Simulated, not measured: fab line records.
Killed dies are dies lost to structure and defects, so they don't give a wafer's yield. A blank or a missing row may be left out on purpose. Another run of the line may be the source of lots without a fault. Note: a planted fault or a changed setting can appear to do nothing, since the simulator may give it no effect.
Shared-tool check    flow sky130    Sampled: 12 lots, 36 wafers

## THE REASON FOR OPENING IT
SKY_GATE_OXIDE_TW_MEAS_14, reading GATE_OXIDE_TW: flagged on 1 of 12 lots. Fault-free wafers read 222.8, with a standard deviation of 2.
Rule: a lot is flagged in two cases, either no wafer of it has a number, or all its wafers with numbers fall more than 4 standard deviations from that mean. The rest of the lots are taken to be sound.

lot   measured      on             GATE_OXIDE_TW, wafer by wafer  flag
L707  day 13 20:01  film_metro-04  221.7 222.4 221.0              
L709  day 14 21:51  film_metro-04  29.6 29.7 29.5                 FLAGGED
L710  day 15 01:30  film_metro-01  226.2 225.1 225.6              
L711  day 15 17:28  film_metro-01  225.5 226.5 226.5              
L720  day 18 14:34  film_metro-04  223.1 221.2 220.9              
L721  day 19 08:16  film_metro-01  224.6 225.5 226.0              
L722  day 20 06:01  film_metro-04  220.8 220.5 219.4              
L723  day 21 04:01  film_metro-03  221.6 223.2 222.6              
L724  day 21 05:37  film_metro-01  223.9 225.6 224.9              
L725  day 21 08:21  film_metro-04  223.1 221.9 222.9              
L729  day 21 21:56  film_metro-04  223.0 223.4 222.3              
L728  day 22 00:28  film_metro-01  225.9 225.3 224.7              
Average over the flagged lots: 29.6; offset from the usual -193.2, equal to -97 standard deviations.

## LOT BY LOT: THE TOOL USED
2 process steps preceding the reading are held in the record, out of 708 steps in the route. Cell contents, in order: the tool; ch with the chambers the sampled wafers went through; the start.
lot   flag     SKY_VT_ADJUST_NCORE_STRIP_10          SKY_GATE_OXIDE_EXPOSE_07
L707           plasma_asher-02 ch 0,1, day 8 14:17   iline_stepper-01 ch 0, day 13 07:34
L709  FLAGGED  plasma_asher-03 ch 0,1, day 9 07:49   iline_stepper-01 ch 0, day 14 08:25
L710           plasma_asher-01 ch 0, day 9 14:19     iline_stepper-02 ch 0, day 14 11:56
L711           plasma_asher-01 ch 0,1, day 10 01:25  iline_stepper-01 ch 0, day 15 03:59
L720           plasma_asher-01 ch 0,1, day 12 11:22  iline_stepper-01 ch 0, day 17 23:49
L721           plasma_asher-02 ch 1, day 13 02:26    iline_stepper-01 ch 0, day 18 17:01
L722           plasma_asher-03 ch 0,1, day 13 22:22  iline_stepper-01 ch 0, day 19 13:40
L723           plasma_asher-02 ch 0,1, day 14 08:38  iline_stepper-01 ch 0, day 20 12:25
L724           plasma_asher-03 ch 0,1, day 14 08:46  iline_stepper-02 ch 0, day 20 13:50
L725           plasma_asher-01 ch 0, day 14 17:43    iline_stepper-02 ch 0, day 20 16:02
L729           plasma_asher-03 ch 0, day 15 09:56    iline_stepper-01 ch 0, day 21 07:06
L728           plasma_asher-03 ch 0,1, day 15 11:35  iline_stepper-02 ch 0, day 21 09:22
What the steps here do:
- SKY_VT_ADJUST_NCORE_STRIP_10: strips in O2/N2.
- SKY_GATE_OXIDE_EXPOSE_07: exposes mask LVOM, target cd 600 nm.
- SKY_GATE_OXIDE_TW_MEAS_14

## FLAGGED AGAINST TOTAL, ONE TOOL AT A TIME (gauges that did the reading follow at the end)
step                          tool              lots run  flagged  share of the flagged lots  sound lots run after its first flagged lot
SKY_VT_ADJUST_NCORE_STRIP_10  plasma_asher-01   4         0        none                       -
SKY_VT_ADJUST_NCORE_STRIP_10  plasma_asher-02   3         0        none                       -
SKY_VT_ADJUST_NCORE_STRIP_10  plasma_asher-03   5         1        all                        4 (L722,L724,L729,L728)
SKY_GATE_OXIDE_EXPOSE_07      iline_stepper-01  8         1        all                        6 (L711,L720,L721,L722,L723,L729)
SKY_GATE_OXIDE_EXPOSE_07      iline_stepper-02  4         0        none                       -
SKY_GATE_OXIDE_TW_MEAS_14     film_metro-01     5         0        none                       -
SKY_GATE_OXIDE_TW_MEAS_14     film_metro-03     1         0        none                       -
SKY_GATE_OXIDE_TW_MEAS_14     film_metro-04     6         1        all                        4 (L720,L722,L725,L729)

## WHAT THE TABLE PERMITS
plasma_asher-03 at SKY_VT_ADJUST_NCORE_STRIP_10, iline_stepper-01 at SKY_GATE_OXIDE_EXPOSE_07 and film_metro-04 at SKY_GATE_OXIDE_TW_MEAS_14: these 3 rows of the table ran every flagged lot.
- plasma_asher-03 at SKY_VT_ADJUST_NCORE_STRIP_10 ran 5 lots, 1 of them flagged. After the first flagged lot (L722, L724, L729, L728), sound lots still ran on it; a lasting fault on the whole tool would not permit that.
- iline_stepper-01 at SKY_GATE_OXIDE_EXPOSE_07 ran 8 lots, 1 of them flagged. After the first flagged lot (L711, L720, L721, L722, L723, L729), sound lots still ran on it; a lasting fault on the whole tool would not permit that.
- film_metro-04 at SKY_GATE_OXIDE_TW_MEAS_14 ran 6 lots, 1 of them flagged. After the first flagged lot (L720, L722, L725, L729), sound lots still ran on it; a lasting fault on the whole tool would not permit that.
Not one row of the table ran every flagged lot while running no sound lot after the first.

## WHAT THE SIMULATOR HAD INSERTED
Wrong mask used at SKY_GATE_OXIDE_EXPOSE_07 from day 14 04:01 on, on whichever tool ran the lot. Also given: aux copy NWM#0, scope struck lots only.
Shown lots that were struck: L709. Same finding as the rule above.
